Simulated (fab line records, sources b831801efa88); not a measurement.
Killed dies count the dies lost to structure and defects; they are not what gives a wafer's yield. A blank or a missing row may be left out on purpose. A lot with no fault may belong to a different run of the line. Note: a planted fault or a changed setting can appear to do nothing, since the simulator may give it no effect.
fab line records | flow sky130 | part 1 of 2: steps 1 to 30 of 42
[record] lots = 5 | wafers = 15 | lastDay = 51
route steps=708 shown PWDE@51 NWELL@56 VT_ADJUST_HVTP@85
lots untouched by any fault: they come from a run of this same line in which no faults occurred
startH: hours from the record's opening day to when the first of the lot's shown wafers began | waitH: hours since the lot's step before | " the same as in the row above | L1.1+2: several wafers, shown together as one row | - no value, or no start was given | * or withheld: withheld | < > ~ a bound
route shown NAME@n: NAME is a module with steps in the file, n the number in the route of the first one | usual: mean/standard deviation of fault-free wafers | same: alike in all rows | chamber/n: place in a boat | sites: each site's reading | _std_site: how widely they spread, as a standard deviation | _edge_site: inner sites' mean taken away from outer sites' mean | radiusMm: how far each site lies from the wafer's centre | mask NAME#n: copy n | behind: the most recent tool/chamber to have shaped the wafer | hold: what put the lot on hold/how long, in hours/how the hold closed | device: transistor that didn't switch, given as n, p or np | end of line: tests run on the same wafers once the route is complete | step lacking rows: just its recipe | killed: not the wafer's yield, but the dies lost to structure and defects at the first sort | map: dies across one wafer; x = killed, . = not, _ = none there
set.NAME: the setting as run; set.NAME@STEP: as run at that earlier step | model.NAME: the simulator's own value behind a step, which no gauge read
certain route steps with their lots: each step a table, each wafer a row
services: when a tool's chamber went out of use (startH, in hours from the record's first day, below 0 if earlier), for how many hours, and the reason
[[steps]]
[step SKY_PWDE_DEVELOP_06]
[recipe] wallAngleDeg = 90 | developer = TMAH | developTimeS = 60 | devTempC = 23
lot.wafer  | tool          | chamber | startH | waitH
L074.1+3+6 | lithoTrack-02 | 0       | -      | -
L080.1+2+4 | lithoTrack-03 | 0       | -      | -
L081.1+2+5 | lithoTrack-02 | 0       | -      | -
L082.4+5+6 | lithoTrack-01 | 0       | -      | -
L096.1+2+4 | lithoTrack-03 | 0       | -      | -
[step SKY_PWDE_OVL_MEAS_07]
[usual] PWDE_OVL = 1.2/1.8
lot.wafer | tool       | chamber | startH | waitH | PWDE_OVL[nm]
L074.1    | overlay-01 | -       | 73.07  | -     | 6.4
L074.3    | "          | -       | "      | "     | 5.0
L074.6    | "          | -       | "      | "     | 4.9
L080.1    | overlay-02 | -       | 104.02 | -     | 1.2
L080.2    | "          | -       | "      | "     | 0.3
L080.4    | "          | -       | "      | "     | 1.0
L081.1    | overlay-01 | -       | 112.02 | -     | 3.2
L081.2    | "          | -       | "      | "     | 2.5
L081.5    | "          | -       | "      | "     | 0.0
L082.4    | overlay-01 | -       | 119.02 | -     | 0.8
L082.5    | "          | -       | "      | "     | 2.8
L082.6    | "          | -       | "      | "     | 1.9
L096.1    | overlay-01 | -       | 194.72 | -     | -1.3
L096.2    | "          | -       | "      | "     | 0.2
L096.4    | "          | -       | "      | "     | -0.5
[step SKY_PWDE_IMPLANT_08]
[recipe] species = B | energyKev = 150 | doseCm2 = 3.6e+12 | tiltDeg = withheld
[usual] beamOnS = 10.02/0.21
[same] implantIonAmu = 11
lot.wafer | tool         | chamber | startH | waitH | beamOnS
L074.1    | implanter-01 | 0       | 73.11  | 0.0   | 9.90
L074.3    | "            | 0       | "      | "     | 9.80
L074.6    | "            | 0       | "      | "     | 9.73
L080.1    | implanter-03 | 0       | 104.05 | 0.0   | 9.84
L080.2    | "            | 0       | "      | "     | 10.11
L080.4    | "            | 0       | "      | "     | 10.13
L081.1    | implanter-03 | 0       | 112.06 | 0.0   | 9.59
L081.2    | "            | 0       | "      | "     | 9.95
L081.5    | "            | 0       | "      | "     | 10.04
L082.4    | implanter-03 | 0       | 119.11 | 0.1   | 10.21
L082.5    | "            | 0       | "      | "     | 9.90
L082.6    | "            | 0       | "      | "     | 9.92
L096.1    | implanter-04 | 0       | 194.75 | 0.0   | 9.72
L096.2    | "            | 0       | "      | "     | 10.23
L096.4    | "            | 0       | "      | "     | 9.80
[step SKY_PWDE_STRIP_09]
[recipe] chemistry = O2/N2 | powerW = 1400 | pressureMtorr = 1500 | platenTempC = withheld | o2FlowSccm = 3000 | n2FlowSccm = 300 | overashFraction = 0.5
[usual] drypumpMotorCurrentA = 5.6/0.39 | o2FlowSccm = 2998/10 | oesProductAu = 0.723/0.0045 | stripTimeToEndpointS = 36.89/0.11
lot.wafer | tool           | chamber | startH | waitH | drypumpMotorCurrentA | o2FlowSccm | oesProductAu | rfHoursCounterH | stripTimeToEndpointS
L074.1    | plasmaAsher-01 | 1       | 73.26  | 0.1   | 5.8                  | 2994       | 0.717        | 39              | 36.65
L074.3    | "              | 0       | "      | "     | 5.3                  | 2986       | 0.723        | -               | 36.69
L074.6    | "              | 1       | "      | "     | 5.8                  | 2993       | 0.720        | -               | 36.76
L080.1    | plasmaAsher-04 | 0       | 104.20 | 0.1   | 5.6                  | 3000       | 0.728        | 40              | 36.92
L080.2    | "              | 1       | "      | "     | 6.2                  | 2998       | 0.719        | 40              | 36.93
L080.4    | "              | 1       | "      | "     | 6.2                  | 2999       | 0.728        | -               | 36.97
L081.1    | plasmaAsher-04 | 1       | 112.21 | 0.1   | 6.3                  | 2990       | 0.718        | 41              | 36.79
L081.2    | "              | 0       | "      | "     | 5.6                  | 3008       | 0.714        | 41              | 36.86
L081.5    | "              | 0       | "      | "     | 5.6                  | 3006       | 0.724        | -               | 36.98
L082.4    | plasmaAsher-01 | 0       | 119.22 | 0.1   | 5.2                  | 2977       | 0.718        | -               | 37.10
L082.5    | "              | 1       | "      | "     | 5.8                  | 3015       | 0.724        | -               | 37.11
L082.6    | "              | 0       | "      | "     | 5.2                  | 2980       | 0.721        | -               | 37.15
L096.1    | plasmaAsher-04 | 1       | 194.90 | 0.1   | 6.3                  | 3005       | 0.732        | 48              | 36.85
L096.2    | "              | 0       | "      | "     | 5.6                  | 3003       | 0.718        | 48              | 36.98
L096.4    | "              | 0       | "      | "     | 5.6                  | 3000       | 0.722        | -               | 36.97
[step SKY_PWDE_TW_MEAS_10]
[usual] PWDE_TW = 373.7/2.7
lot.wafer | tool         | chamber | startH | waitH | PWDE_TW
L074.1    | filmMetro-02 | -       | 73.36  | 0.1   | 375.4
L074.3    | "            | -       | "      | "     | 374.5
L074.6    | "            | -       | "      | "     | 375.1
L080.1    | filmMetro-01 | -       | 104.30 | 0.1   | 373.1
L080.2    | "            | -       | "      | "     | 374.5
L080.4    | "            | -       | "      | "     | 371.9
L081.1    | filmMetro-02 | -       | 112.31 | 0.1   | 374.3
L081.2    | "            | -       | "      | "     | 373.5
L081.5    | "            | -       | "      | "     | 374.9
L082.4    | filmMetro-03 | -       | 119.32 | 0.1   | 373.9
L082.5    | "            | -       | "      | "     | 373.8
L082.6    | "            | -       | "      | "     | 373.1
L096.1    | filmMetro-03 | -       | 195.00 | 0.1   | 377.4
L096.2    | "            | -       | "      | "     | 378.4
L096.4    | "            | -       | "      | "     | 376.7
[step SKY_NWELL_DEHYDRATE_03]
[recipe] tempC = 200 | timeS = 60
lot.wafer  | tool          | chamber | startH | waitH
L074.1+3+6 | lithoTrack-04 | 0       | 81.90  | 8.5
L080.1+2+4 | lithoTrack-04 | 0       | 114.00 | 9.7
L081.1+2+5 | lithoTrack-04 | 0       | 120.85 | 8.5
L082.4+5+6 | lithoTrack-03 | 0       | 127.64 | 8.3
L096.1+2+4 | lithoTrack-04 | 0       | 205.65 | 10.6
[step SKY_NWELL_HMDS_04]
[recipe] primeTimeS = 60 | primeTempC = 120
lot.wafer  | tool          | chamber | startH | waitH
L074.1+3+6 | lithoTrack-04 | 0       | 82.05  | 0.1
L080.1+2+4 | lithoTrack-04 | 0       | 114.15 | 0.1
L081.1+2+5 | lithoTrack-04 | 0       | 121.00 | 0.1
L082.4+5+6 | lithoTrack-03 | 0       | 127.79 | 0.1
L096.1+2+4 | lithoTrack-04 | 0       | 205.80 | 0.1
[step SKY_NWELL_COAT_05]
[recipe] spinRpm = 2000 | resistThkNm = 3000
lot.wafer  | tool          | chamber | startH | waitH
L074.1+3+6 | lithoTrack-04 | 0       | 82.20  | 0.1
L080.1+2+4 | lithoTrack-04 | 0       | 114.30 | 0.1
L081.1+2+5 | lithoTrack-04 | 0       | 121.15 | 0.1
L082.4+5+6 | lithoTrack-03 | 0       | 127.94 | 0.1
L096.1+2+4 | lithoTrack-04 | 0       | 205.95 | 0.1
[step SKY_NWELL_SOFTBAKE_06]
[recipe] tempC = 110 | timeS = withheld
lot.wafer  | tool          | chamber | startH | waitH
L074.1+3+6 | lithoTrack-04 | 0       | 82.35  | 0.1
L080.1+2+4 | lithoTrack-04 | 0       | 114.45 | 0.1
L081.1+2+5 | lithoTrack-04 | 0       | 121.30 | 0.1
L082.4+5+6 | lithoTrack-03 | 0       | 128.12 | 0.1
L096.1+2+4 | lithoTrack-04 | 0       | 206.10 | 0.1
[step SKY_NWELL_EXPOSE_07]
[recipe] maskId = NWM | na = 0.6 | sourceShape = conventional | sigmaOuter = 0.6 | polarization = unpolarized | targetCdNm = 840 | doseMj = 255
[usual] exposureDoseMJCm2 = 255.0/0.3 | focusOffsetNm = -0.1/0.5
lot.wafer | tool            | chamber | startH | waitH | mask  | exposureDoseMJCm2 | focusOffsetNm
L074.1    | ilineStepper-01 | 0       | -      | -     | NWM#0 | 255.1             | 0.4
L074.3    | "               | 0       | "      | "     | NWM#0 | 254.8             | 0.8
L074.6    | "               | 0       | "      | "     | NWM#0 | 255.3             | 0.1
L080.1    | ilineStepper-02 | 0       | -      | -     | NWM#0 | 254.5             | 0.1
L080.2    | "               | 0       | "      | "     | NWM#0 | 254.4             | -0.1
L080.4    | "               | 0       | "      | "     | NWM#0 | 254.6             | -0.1
L081.1    | ilineStepper-01 | 0       | -      | -     | NWM#0 | 254.9             | -0.7
L081.2    | "               | 0       | "      | "     | NWM#0 | 254.9             | 0.2
L081.5    | "               | 0       | "      | "     | NWM#0 | 254.8             | -0.5
L082.4    | ilineStepper-01 | 0       | -      | -     | NWM#0 | 255.3             | 0.1
L082.5    | "               | 0       | "      | "     | NWM#0 | 254.9             | -0.3
L082.6    | "               | 0       | "      | "     | NWM#0 | 255.0             | 0.3
L096.1    | ilineStepper-01 | 0       | -      | -     | NWM#0 | 255.2             | -0.1
L096.2    | "               | 0       | "      | "     | NWM#0 | 254.6             | -1.2
L096.4    | "               | 0       | "      | "     | NWM#0 | 254.6             | -0.4
[step SKY_NWELL_PEB_08]
[recipe] tempC = 115 | timeS = withheld
lot.wafer  | tool          | chamber | startH | waitH
L074.1+3+6 | lithoTrack-03 | 0       | -      | -
L080.1+2+4 | lithoTrack-01 | 0       | -      | -
L081.1+2+5 | lithoTrack-01 | 0       | -      | -
L082.4+5+6 | lithoTrack-04 | 0       | -      | -
L096.1+2+4 | lithoTrack-04 | 0       | -      | -
[step SKY_NWELL_DEVELOP_09]
[recipe] wallAngleDeg = 90 | developer = TMAH | developTimeS = 60 | devTempC = 23
lot.wafer  | tool          | chamber | startH | waitH
L074.1+3+6 | lithoTrack-03 | 0       | -      | -
L080.1+2+4 | lithoTrack-01 | 0       | -      | -
L081.1+2+5 | lithoTrack-01 | 0       | -      | -
L082.4+5+6 | lithoTrack-04 | 0       | -      | -
L096.1+2+4 | lithoTrack-04 | 0       | -      | -
[step SKY_NWELL_OVL_MEAS_10]
[usual] NWELL_00_OVL = -0.9/1.4
lot.wafer | tool       | chamber | startH | waitH | NWELL_00_OVL[nm]
L074.1    | overlay-01 | -       | 91.97  | -     | -1.5
L074.3    | "          | -       | "      | "     | 0.9
L074.6    | "          | -       | "      | "     | 0.4
L080.1    | overlay-02 | -       | 123.75 | -     | -1.6
L080.2    | "          | -       | "      | "     | -1.3
L080.4    | "          | -       | "      | "     | -0.3
L081.1    | overlay-02 | -       | 131.10 | -     | 0.8
L081.2    | "          | -       | "      | "     | 0.4
L081.5    | "          | -       | "      | "     | 0.4
L082.4    | overlay-01 | -       | 138.12 | -     | -2.0
L082.5    | "          | -       | "      | "     | -1.9
L082.6    | "          | -       | "      | "     | -1.8
L096.1    | overlay-02 | -       | 216.65 | -     | 0.8
L096.2    | "          | -       | "      | "     | -0.1
L096.4    | "          | -       | "      | "     | 1.4
[step SKY_NWELL_IMPLANT_11]
[recipe] species = P | energyKev = 405.1 | doseCm2 = 1.9e+13 | tiltDeg = withheld
[usual] beamOnS = 9.98/0.18
[same] implantIonAmu = 31
lot.wafer | tool         | chamber | startH | waitH | beamOnS
L074.1    | implanter-03 | 0       | 92.00  | 0.0   | 9.96
L074.3    | "            | 0       | "      | "     | 10.05
L074.6    | "            | 0       | "      | "     | 9.86
L080.1    | implanter-01 | 0       | 123.79 | 0.0   | 10.16
L080.2    | "            | 0       | "      | "     | 10.03
L080.4    | "            | 0       | "      | "     | 10.15
L081.1    | implanter-02 | 0       | 131.14 | 0.0   | 10.21
L081.2    | "            | 0       | "      | "     | 9.95
L081.5    | "            | 0       | "      | "     | 10.02
L082.4    | implanter-02 | 0       | 138.21 | 0.1   | 10.05
L082.5    | "            | 0       | "      | "     | 10.03
L082.6    | "            | 0       | "      | "     | 9.59
L096.1    | implanter-02 | 0       | 216.69 | 0.0   | 9.83
L096.2    | "            | 0       | "      | "     | 9.97
L096.4    | "            | 0       | "      | "     | 9.98
[step SKY_NWELL_IMPLANT_12]
[recipe] species = P | energyKev = 120 | doseCm2 = 1.3e+12 | tiltDeg = withheld
[usual] beamOnS = 10.00/0.21
[same] implantIonAmu = 31
lot.wafer | tool         | chamber | startH | waitH | beamOnS
L074.1    | implanter-03 | 0       | 92.15  | 0.1   | 10.12
L074.3    | "            | 0       | "      | "     | 9.90
L074.6    | "            | 0       | "      | "     | 10.04
L080.1    | implanter-01 | 0       | 123.94 | 0.1   | 10.16
L080.2    | "            | 0       | "      | "     | 10.22
L080.4    | "            | 0       | "      | "     | 10.25
L081.1    | implanter-02 | 0       | 131.29 | 0.1   | 10.02
L081.2    | "            | 0       | "      | "     | 9.81
L081.5    | "            | 0       | "      | "     | 10.08
L082.4    | implanter-02 | 0       | 138.36 | 0.1   | 10.20
L082.5    | "            | 0       | "      | "     | 9.88
L082.6    | "            | 0       | "      | "     | 10.09
L096.1    | implanter-02 | 0       | 216.84 | 0.1   | 10.01
L096.2    | "            | 0       | "      | "     | 10.30
L096.4    | "            | 0       | "      | "     | 9.81
[step SKY_NWELL_IMPLANT_13]
[recipe] species = P | energyKev = 50 | doseCm2 = 7e+11 | tiltDeg = withheld
[usual] beamOnS = 10.00/0.19
[same] implantIonAmu = 31
lot.wafer | tool         | chamber | startH | waitH | beamOnS
L074.1    | implanter-03 | 0       | 92.30  | 0.1   | 9.60
L074.3    | "            | 0       | "      | "     | 9.85
L074.6    | "            | 0       | "      | "     | 10.16
L080.1    | implanter-01 | 0       | 124.09 | 0.1   | 10.14
L080.2    | "            | 0       | "      | "     | 9.73
L080.4    | "            | 0       | "      | "     | 10.14
L081.1    | implanter-02 | 0       | 131.44 | 0.1   | 10.11
L081.2    | "            | 0       | "      | "     | 10.07
L081.5    | "            | 0       | "      | "     | 10.05
L082.4    | implanter-02 | 0       | 138.51 | 0.1   | 9.86
L082.5    | "            | 0       | "      | "     | 9.93
L082.6    | "            | 0       | "      | "     | 10.06
L096.1    | implanter-02 | 0       | 216.99 | 0.1   | 9.90
L096.2    | "            | 0       | "      | "     | 9.84
L096.4    | "            | 0       | "      | "     | 9.43
[step SKY_NWELL_STRIP_14]
[recipe] chemistry = O2/N2 | powerW = 1400 | pressureMtorr = 1500 | platenTempC = withheld | o2FlowSccm = 3000 | n2FlowSccm = 300 | overashFraction = 0.5
[usual] drypumpMotorCurrentA = 5.7/0.36 | o2FlowSccm = 2999/8.3 | oesProductAu = 0.722/0.0049 | stripTimeToEndpointS = 36.93/0.14
lot.wafer | tool           | chamber | startH | waitH | drypumpMotorCurrentA | o2FlowSccm | oesProductAu | rfHoursCounterH | stripTimeToEndpointS
L074.1    | plasmaAsher-02 | 1       | 92.45  | 0.1   | 6.1                  | 2995       | 0.718        | 30              | 37.15
L074.3    | "              | 1       | "      | "     | 6.1                  | 3010       | 0.727        | -               | 37.15
L074.6    | "              | 1       | "      | "     | 6.1                  | 2994       | 0.730        | -               | 37.11
L080.1    | plasmaAsher-01 | 0       | 124.24 | 0.1   | 5.2                  | 2992       | 0.720        | 44              | 37.09
L080.2    | "              | 1       | "      | "     | 5.8                  | 2997       | 0.721        | 44              | 36.97
L080.4    | "              | 1       | "      | "     | 5.8                  | 3010       | 0.717        | -               | 36.93
L081.1    | plasmaAsher-02 | 0       | 131.59 | 0.1   | 5.6                  | 2999       | 0.717        | 33              | 37.06
L081.2    | "              | 1       | "      | "     | 6.1                  | 3006       | 0.711        | 33              | 36.99
L081.5    | "              | 0       | "      | "     | 5.6                  | 3011       | 0.718        | -               | 37.05
L082.4    | plasmaAsher-01 | 1       | 138.62 | 0.1   | 5.8                  | 3003       | 0.727        | -               | 36.80
L082.5    | "              | 1       | "      | "     | 5.8                  | 2999       | 0.713        | -               | 36.78
L082.6    | "              | 0       | "      | "     | 5.2                  | 3016       | 0.725        | -               | 36.79
L096.1    | plasmaAsher-04 | 1       | 217.14 | 0.1   | 6.3                  | 2986       | 0.728        | 50              | 37.02
L096.2    | "              | 0       | "      | "     | 5.6                  | 2992       | 0.720        | 50              | 37.07
L096.4    | "              | 0       | "      | "     | 5.6                  | 2995       | 0.723        | -               | 36.97
[step SKY_NWELL_TW_MEAS_15]
[usual] NWELL_TW = 1815/15
lot.wafer | tool         | chamber | startH | waitH | NWELL_TW
L074.1    | filmMetro-03 | -       | 92.55  | 0.1   | 1803
L074.3    | "            | -       | "      | "     | 1815
L074.6    | "            | -       | "      | "     | 1810
L080.1    | filmMetro-01 | -       | 124.34 | 0.1   | 1801
L080.2    | "            | -       | "      | "     | 1809
L080.4    | "            | -       | "      | "     | 1807
L081.1    | filmMetro-01 | -       | 131.69 | 0.1   | 1804
L081.2    | "            | -       | "      | "     | 1810
L081.5    | "            | -       | "      | "     | 1796
L082.4    | filmMetro-03 | -       | 138.72 | 0.1   | 1806
L082.5    | "            | -       | "      | "     | 1810
L082.6    | "            | -       | "      | "     | 1816
L096.1    | filmMetro-02 | -       | 217.24 | 0.1   | 1838
L096.2    | "            | -       | "      | "     | 1837
L096.4    | "            | -       | "      | "     | 1837
[step SKY_NWELL_DEHYDRATE_16]
[recipe] tempC = 200 | timeS = 60
lot.wafer  | tool          | chamber | startH | waitH
L074.1+3+6 | lithoTrack-03 | 0       | 100.77 | 8.2
L080.1+2+4 | lithoTrack-01 | 0       | 133.85 | 9.5
L081.1+2+5 | lithoTrack-03 | 0       | 140.72 | 9.0
L082.4+5+6 | lithoTrack-01 | 0       | 147.37 | 8.6
L096.1+2+4 | lithoTrack-03 | 0       | 228.32 | 11.1
[step SKY_NWELL_HMDS_17]
[recipe] primeTimeS = 60 | primeTempC = 120
lot.wafer  | tool          | chamber | startH | waitH
L074.1+3+6 | lithoTrack-03 | 0       | 100.92 | 0.1
L080.1+2+4 | lithoTrack-01 | 0       | 134.00 | 0.1
L081.1+2+5 | lithoTrack-03 | 0       | 140.87 | 0.1
L082.4+5+6 | lithoTrack-01 | 0       | 147.52 | 0.1
L096.1+2+4 | lithoTrack-03 | 0       | 228.47 | 0.1
[step SKY_NWELL_COAT_18]
[recipe] spinRpm = 2000 | resistThkNm = 3000
lot.wafer  | tool          | chamber | startH | waitH
L074.1+3+6 | lithoTrack-03 | 0       | 101.07 | 0.1
L080.1+2+4 | lithoTrack-01 | 0       | 134.15 | 0.1
L081.1+2+5 | lithoTrack-03 | 0       | 141.02 | 0.1
L082.4+5+6 | lithoTrack-01 | 0       | 147.67 | 0.1
L096.1+2+4 | lithoTrack-03 | 0       | 228.62 | 0.1
[step SKY_NWELL_SOFTBAKE_19]
[recipe] tempC = 110 | timeS = withheld
lot.wafer  | tool          | chamber | startH | waitH
L074.1+3+6 | lithoTrack-03 | 0       | 101.22 | 0.1
L080.1+2+4 | lithoTrack-01 | 0       | 134.30 | 0.1
L081.1+2+5 | lithoTrack-03 | 0       | 141.17 | 0.1
L082.4+5+6 | lithoTrack-01 | 0       | 147.85 | 0.1
L096.1+2+4 | lithoTrack-03 | 0       | 228.77 | 0.1
[step SKY_NWELL_EXPOSE_20]
[recipe] maskId = NWM_COMPLEMENT | na = 0.6 | sourceShape = conventional | sigmaOuter = 0.6 | polarization = unpolarized | targetCdNm = 840 | doseMj = 260
[usual] exposureDoseMJCm2 = 260.03/0.27 | focusOffsetNm = 0.0/0.6
lot.wafer | tool            | chamber | startH | waitH | mask             | exposureDoseMJCm2 | focusOffsetNm
L074.1    | ilineStepper-02 | 0       | -      | -     | NWM_COMPLEMENT#0 | 260.08            | -0.2
L074.3    | "               | 0       | "      | "     | NWM_COMPLEMENT#0 | 260.00            | -1.2
L074.6    | "               | 0       | "      | "     | NWM_COMPLEMENT#0 | 260.33            | -0.6
L080.1    | ilineStepper-01 | 0       | -      | -     | NWM_COMPLEMENT#0 | 259.64            | -0.4
L080.2    | "               | 0       | "      | "     | NWM_COMPLEMENT#0 | 260.13            | 0.2
L080.4    | "               | 0       | "      | "     | NWM_COMPLEMENT#0 | 259.99            | -0.3
L081.1    | ilineStepper-01 | 0       | -      | -     | NWM_COMPLEMENT#0 | 260.10            | 0.4
L081.2    | "               | 0       | "      | "     | NWM_COMPLEMENT#0 | 259.81            | 0.9
L081.5    | "               | 0       | "      | "     | NWM_COMPLEMENT#0 | 260.01            | 1.0
L082.4    | ilineStepper-01 | 0       | -      | -     | NWM_COMPLEMENT#0 | 259.65            | -2.0
L082.5    | "               | 0       | "      | "     | NWM_COMPLEMENT#0 | 259.58            | -0.4
L082.6    | "               | 0       | "      | "     | NWM_COMPLEMENT#0 | 259.78            | -0.5
L096.1    | ilineStepper-01 | 0       | -      | -     | NWM_COMPLEMENT#0 | 259.94            | -0.2
L096.2    | "               | 0       | "      | "     | NWM_COMPLEMENT#0 | 260.04            | -0.1
L096.4    | "               | 0       | "      | "     | NWM_COMPLEMENT#0 | 259.96            | -0.4
[step SKY_NWELL_PEB_21]
[recipe] tempC = 115 | timeS = withheld
lot.wafer  | tool          | chamber | startH | waitH
L074.1+3+6 | lithoTrack-01 | 0       | -      | -
L080.1+2+4 | lithoTrack-04 | 0       | -      | -
L081.1+2+5 | lithoTrack-04 | 0       | -      | -
L082.4+5+6 | lithoTrack-03 | 0       | -      | -
L096.1+2+4 | lithoTrack-04 | 0       | -      | -
[step SKY_NWELL_DEVELOP_22]
[recipe] wallAngleDeg = 90 | developer = TMAH | developTimeS = 62.3 | devTempC = 23
lot.wafer  | tool          | chamber | startH | waitH
L074.1+3+6 | lithoTrack-01 | 0       | -      | -
L080.1+2+4 | lithoTrack-04 | 0       | -      | -
L081.1+2+5 | lithoTrack-04 | 0       | -      | -
L082.4+5+6 | lithoTrack-03 | 0       | -      | -
L096.1+2+4 | lithoTrack-04 | 0       | -      | -
[step SKY_NWELL_OVL_MEAS_23]
[usual] NWELL_01_OVL = 0.0/1.4
lot.wafer | tool       | chamber | startH | waitH | NWELL_01_OVL[nm]
L074.1    | overlay-02 | -       | 111.45 | -     | -0.8
L074.3    | "          | -       | "      | "     | 0.4
L074.6    | "          | -       | "      | "     | -0.3
L080.1    | overlay-02 | -       | 143.20 | -     | 1.2
L080.2    | "          | -       | "      | "     | 0.4
L080.4    | "          | -       | "      | "     | 0.0
L081.1    | overlay-01 | -       | 150.85 | -     | 3.0
L081.2    | "          | -       | "      | "     | 1.3
L081.5    | "          | -       | "      | "     | 3.3
L082.4    | overlay-01 | -       | 157.78 | -     | -0.9
L082.5    | "          | -       | "      | "     | -2.3
L082.6    | "          | -       | "      | "     | -1.9
L096.1    | overlay-01 | -       | 240.15 | -     | -0.6
L096.2    | "          | -       | "      | "     | 0.8
L096.4    | "          | -       | "      | "     | -0.1
[step SKY_NWELL_IMPLANT_24]
[recipe] species = B | energyKev = 140 | doseCm2 = 9.2e+12 | tiltDeg = withheld
[usual] beamOnS = 10.01/0.2
[same] implantIonAmu = 11
lot.wafer | tool         | chamber | startH | waitH | beamOnS
L074.1    | implanter-02 | 0       | 111.49 | 0.0   | 10.43
L074.3    | "            | 0       | "      | "     | 9.48
L074.6    | "            | 0       | "      | "     | 9.88
L080.1    | implanter-01 | 0       | 143.24 | 0.0   | 9.80
L080.2    | "            | 0       | "      | "     | 9.97
L080.4    | "            | 0       | "      | "     | 10.16
L081.1    | implanter-02 | 0       | 150.89 | 0.0   | 9.92
L081.2    | "            | 0       | "      | "     | 9.99
L081.5    | "            | 0       | "      | "     | 10.22
L082.4    | implanter-02 | 0       | 157.88 | 0.1   | 9.96
L082.5    | "            | 0       | "      | "     | 10.20
L082.6    | "            | 0       | "      | "     | 10.08
L096.1    | implanter-01 | 0       | 240.19 | 0.0   | 10.17
L096.2    | "            | 0       | "      | "     | 10.26
L096.4    | "            | 0       | "      | "     | 10.41
[step SKY_NWELL_STRIP_25]
[recipe] chemistry = O2/N2 | powerW = 1400 | pressureMtorr = 1500 | platenTempC = withheld | o2FlowSccm = 3000 | n2FlowSccm = 300 | overashFraction = 0.5
[usual] drypumpMotorCurrentA = 5.8/0.34 | o2FlowSccm = 3000/9 | oesProductAu = 0.723/0.0045 | stripTimeToEndpointS = 36.90/0.11
lot.wafer | tool           | chamber | startH | waitH | drypumpMotorCurrentA | o2FlowSccm | oesProductAu | rfHoursCounterH | stripTimeToEndpointS
L074.1    | plasmaAsher-02 | 0       | 111.64 | 0.1   | 5.6                  | 3001       | 0.726        | 31              | 37.06
L074.3    | "              | 1       | "      | "     | 6.1                  | 3011       | 0.722        | -               | 36.93
L074.6    | "              | 1       | "      | "     | 6.1                  | 3013       | 0.730        | -               | 36.94
L080.1    | plasmaAsher-02 | 0       | 143.39 | 0.1   | 5.6                  | 3010       | 0.732        | 34              | 36.89
L080.2    | "              | 1       | "      | "     | 6.1                  | 2997       | 0.723        | 34              | 36.84
L080.4    | "              | 0       | "      | "     | 5.7                  | 2993       | 0.717        | -               | 36.93
L081.1    | plasmaAsher-02 | 0       | 151.04 | 0.1   | 5.6                  | 3007       | 0.732        | 35              | 37.02
L081.2    | "              | 1       | "      | "     | 6.1                  | 3012       | 0.719        | 35              | 36.99
L081.5    | "              | 1       | "      | "     | 6.1                  | 3004       | 0.721        | -               | 36.78
L082.4    | plasmaAsher-01 | 1       | 157.99 | 0.1   | 5.8                  | 2998       | 0.724        | -               | 36.97
L082.5    | "              | 0       | "      | "     | 5.2                  | 3004       | 0.722        | -               | 36.97
L082.6    | "              | 1       | "      | "     | 5.8                  | 3017       | 0.722        | -               | 36.90
L096.1    | plasmaAsher-04 | 0       | 240.34 | 0.1   | 5.6                  | 3006       | 0.720        | 52              | 36.66
L096.2    | "              | 1       | "      | "     | 6.3                  | 2996       | 0.724        | 52              | 36.85
L096.4    | "              | 0       | "      | "     | 5.6                  | 3000       | 0.720        | -               | 36.92
[step SKY_NWELL_TW_MEAS_26]
[usual] NWELL_2_TW = 496/3.9
lot.wafer | tool         | chamber | startH | waitH | NWELL_2_TW
L074.1    | filmMetro-01 | -       | 111.74 | 0.1   | 500
L074.3    | "            | -       | "      | "     | 495
L074.6    | "            | -       | "      | "     | 497
L080.1    | filmMetro-01 | -       | 143.49 | 0.1   | 492
L080.2    | "            | -       | "      | "     | 491
L080.4    | "            | -       | "      | "     | 492
L081.1    | filmMetro-03 | -       | 151.14 | 0.1   | 499
L081.2    | "            | -       | "      | "     | 498
L081.5    | "            | -       | "      | "     | 495
L082.4    | filmMetro-01 | -       | 158.08 | 0.1   | 490
L082.5    | "            | -       | "      | "     | 492
L082.6    | "            | -       | "      | "     | 491
L096.1    | filmMetro-02 | -       | 240.44 | 0.1   | 500
L096.2    | "            | -       | "      | "     | 499
L096.4    | "            | -       | "      | "     | 502
[step SKY_NWELL_CLEAN_27]
[recipe] chemistry = SC1/SC2 | mix = 1:4:20 | tempC = 70 | timeS = 150 | dry = n2Spin
lot.wafer  | tool        | chamber | startH | waitH
L074.1+3+6 | wetBench-02 | 2       | 111.80 | 0.1
L080.1+2+4 | wetBench-02 | 0       | 143.55 | 0.1
L081.1+2+5 | wetBench-01 | 0       | 151.20 | 0.1
L082.4+5+6 | wetBench-03 | 3       | 158.18 | 0.1
L096.1+2+4 | wetBench-02 | 1       | 240.50 | 0.1
